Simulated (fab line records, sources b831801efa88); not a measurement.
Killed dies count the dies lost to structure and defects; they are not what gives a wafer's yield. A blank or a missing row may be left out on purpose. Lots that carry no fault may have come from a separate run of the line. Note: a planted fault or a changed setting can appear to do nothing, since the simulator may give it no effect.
The tool behind it: which one? | flow gf180mcu | 12 lots, 36 wafers sampled, at 5 steps of a route of 602

== WHAT EACH GAUGE READ, for each wafer ==
GF_M5_OVL_MEAS_08. Usual: M5_OVL typically reads -2 nm, with standard deviation 4.5.
lot  | measured     | on         | M5_OVL (nm) | flag
L144 | day 27 11:26 | overlay-01 | -3 -3 -8    | 
L146 | day 27 23:04 | overlay-02 | -3 1 -10    | 
L147 | day 28 12:59 | overlay-01 | -7 -3 -13   | 
L148 | day 28 22:14 | overlay-02 | 5 -7 -2     | 
L150 | day 29 12:37 | overlay-01 | -5 -3 -8    | 
L153 | day 30 00:04 | overlay-02 | -4 -6 -6    | 
L154 | day 30 06:49 | overlay-01 | -3 7 -1     | 
L156 | day 30 19:37 | overlay-01 | -11 2 -7    | 
L159 | day 31 18:49 | overlay-02 | 5 -9 -7     | 
L160 | day 32 02:31 | overlay-01 | -3 4 4      | 
L165 | day 33 06:58 | overlay-01 | 2 -3 -2     | 
L166 | day 33 11:41 | overlay-02 | 7 2 3       | 

GF_TOP_METAL_THK_MEAS_06: measures by xrf. Usual: TOP_METAL_ALCU_THK typically reads 916 nm, with standard deviation 16.
lot  | measured     | on           | TOP_METAL_ALCU_THK (nm) | flag
L144 | day 28 11:52 | filmMetro-03 | 902 891 913             | 
L146 | day 28 22:08 | filmMetro-03 | 921 928 933             | 
L147 | day 29 11:49 | filmMetro-03 | 907 909 901             | 
L148 | day 29 20:49 | filmMetro-02 | 967 941 943             | 
L150 | day 30 11:19 | filmMetro-04 | 918 911 911             | 
L153 | day 30 22:01 | filmMetro-03 | 909 911 910             | 
L154 | day 31 04:55 | filmMetro-04 | 911 915 925             | 
L156 | day 31 16:55 | filmMetro-02 | 914 920 908             | 
L159 | day 32 15:27 | filmMetro-03 | 911 899 923             | 
L160 | day 32 22:42 | filmMetro-03 | 943 933 941             | 
L165 | day 34 02:18 | filmMetro-02 | 917 899 893             | 
L166 | day 34 06:41 | filmMetro-02 | 901 913 898             | 

GF_TOP_METAL_CD_MEAS_14: target cd 440 nm. Usual: cdNm at 440.4 nm, with a standard deviation of 2.6.
lot  | measured     | on       | cdNm (nm)         | flag
L144 | day 29 07:31 | cdSem-02 | 437.8 437.8 437.6 | 
L146 | day 29 18:07 | cdSem-01 | 440.6 441.0 441.6 | 
L147 | day 30 06:14 | cdSem-02 | 441.5 438.3 438.3 | 
L148 | day 30 15:58 | cdSem-01 | 437.7 435.9 438.4 | 
L150 | day 31 05:00 | cdSem-01 | 441.8 442.9 442.3 | 
L153 | day 31 16:18 | cdSem-02 | 439.6 436.6 437.1 | 
L154 | day 31 22:28 | cdSem-01 | 441.7 444.0 440.9 | 
L156 | day 32 10:19 | cdSem-01 | 442.4 442.0 441.4 | 
L159 | day 33 07:48 | cdSem-02 | 459.9 458.9 460.2 | OFF
L160 | day 33 14:51 | cdSem-01 | 438.5 436.8 439.0 | 
L165 | day 34 17:34 | cdSem-01 | 454.7 457.4 458.2 | OFF
L166 | day 34 21:43 | cdSem-02 | 444.9 442.8 442.4 | 

== EACH LOT AND THE TOOL THAT RAN IT (in order: tool; ch and the chambers of the sampled wafers; start) ==
lot  | GF_V5_SPUTTER_22            | GF_TOP_METAL_EXPOSE_11
L144 | pvdSputter-04, day 28 10:44 | ilineStepper-01 ch 0, day 28 21:54
L146 | pvdSputter-02, day 28 21:07 | ilineStepper-02 ch 0, day 29 08:14
L147 | pvdSputter-04, day 29 10:50 | ilineStepper-02 ch 0, day 29 21:35
L148 | pvdSputter-02, day 29 19:49 | ilineStepper-01 ch 0, day 30 06:39
L150 | pvdSputter-01, day 30 10:20 | ilineStepper-02 ch 0, day 30 20:47
L153 | pvdSputter-01, day 30 20:58 | ilineStepper-02 ch 0, day 31 07:00
L154 | pvdSputter-01, day 31 03:57 | ilineStepper-02 ch 0, day 31 13:52
L156 | pvdSputter-04, day 31 15:56 | ilineStepper-01 ch 0, day 32 01:37
L159 | pvdSputter-04, day 32 14:16 | ilineStepper-02 ch 0, day 32 23:50
L160 | pvdSputter-01, day 32 21:44 | ilineStepper-01 ch 0, day 33 07:02
L165 | pvdSputter-01, day 34 01:20 | ilineStepper-02 ch 0, day 34 10:16
L166 | pvdSputter-01, day 34 05:41 | ilineStepper-01 ch 0, day 34 14:23
- GF_V5_SPUTTER_22: material TiN, target thk 10 nm, time 40 s.
- GF_TOP_METAL_EXPOSE_11: exposes mask MetalTop, target cd 440 nm.

== AS READ BY THE TOOLS THEMSELVES (means over the sampled wafers that have a number; for cases with no such wafer, the mark the record gives instead) ==
GF_V5_SPUTTER_22. Usual: throttleValvePct at 30.4 %, with a standard deviation of 0.89.
lot  | tool          | throttleValvePct (%) | flag
L144 | pvdSputter-04 | 30.0                 | 
L146 | pvdSputter-02 | 30.8                 | 
L147 | pvdSputter-04 | 29.6                 | 
L148 | pvdSputter-02 | 30.3                 | 
L150 | pvdSputter-01 | 31.3                 | 
L153 | pvdSputter-01 | 30.5                 | 
L154 | pvdSputter-01 | 31.3                 | 
L156 | pvdSputter-04 | 29.3                 | 
L159 | pvdSputter-04 | 29.6                 | 
L160 | pvdSputter-01 | 31.1                 | 
L165 | pvdSputter-01 | 30.9                 | 
L166 | pvdSputter-01 | 30.8                 | 

GF_TOP_METAL_EXPOSE_11. Usual: exposureDoseMJCm2 at 168.13, with a standard deviation of 0.17.
lot  | tool            | exposureDoseMJCm2 | flag
L144 | ilineStepper-01 | 167.98            | 
L146 | ilineStepper-02 | 168.11            | 
L147 | ilineStepper-02 | 168.15            | 
L148 | ilineStepper-01 | 167.97            | 
L150 | ilineStepper-02 | 167.93            | 
L153 | ilineStepper-02 | 168.02            | 
L154 | ilineStepper-02 | 168.01            | 
L156 | ilineStepper-01 | 168.38            | 
L159 | ilineStepper-02 | 156.85            | OFF
L160 | ilineStepper-01 | 168.20            | 
L165 | ilineStepper-02 | 159.15            | OFF
L166 | ilineStepper-01 | 168.05            | 

== THE ANSWER, worked out from the rows above alone ==
Rule: lot off if the mean of its wafers having a number is beyond 3 standard deviations from the usual mean. Also off: a lot with no number at a reading for which 4 or more lots have one. The other lots that the step has rows for count as sound. After the gauges, taken in route order, come the tools' own readings; for these a lot's mean is taken, as printed above. The first step at which some lot is off is used, and at that step the reading that is off furthest; a lot without a number counts as furthest.
Off: L159, L165, at GF_TOP_METAL_CD_MEAS_14 (cdNm).
If a tool, at a process step before that reading, ran all the lots that are off and no sound lot after the first of them, it fits. Not tried: the gauges at GF_TOP_METAL_CD_MEAS_14; whatever is off there is also off at GF_TOP_METAL_EXPOSE_11, on other tools, and gauge error can't account for it. One fits: GF_TOP_METAL_EXPOSE_11 on ilineStepper-02. Its last sound lot is L154 (day 31 13:52), its first lot that is off L159 (day 32 23:50): a fault that began between those two fits.
On the lots that are off, the tool's own readings at GF_TOP_METAL_EXPOSE_11 differ by more than 5 times the standard deviation of the sound lots' means, which bears it out; exposureDoseMJCm2 reads 158.00 there versus 168.08 on the sound lots.

== WHAT THE SIMULATOR HAD PUT IN ==
Process parameter drift: ilineStepper-02, from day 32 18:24 on, at GF_TOP_METAL_EXPOSE_11. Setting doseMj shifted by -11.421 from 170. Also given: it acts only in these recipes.
Struck lots among those shown: L159, L165. This agrees with what the rule above found.
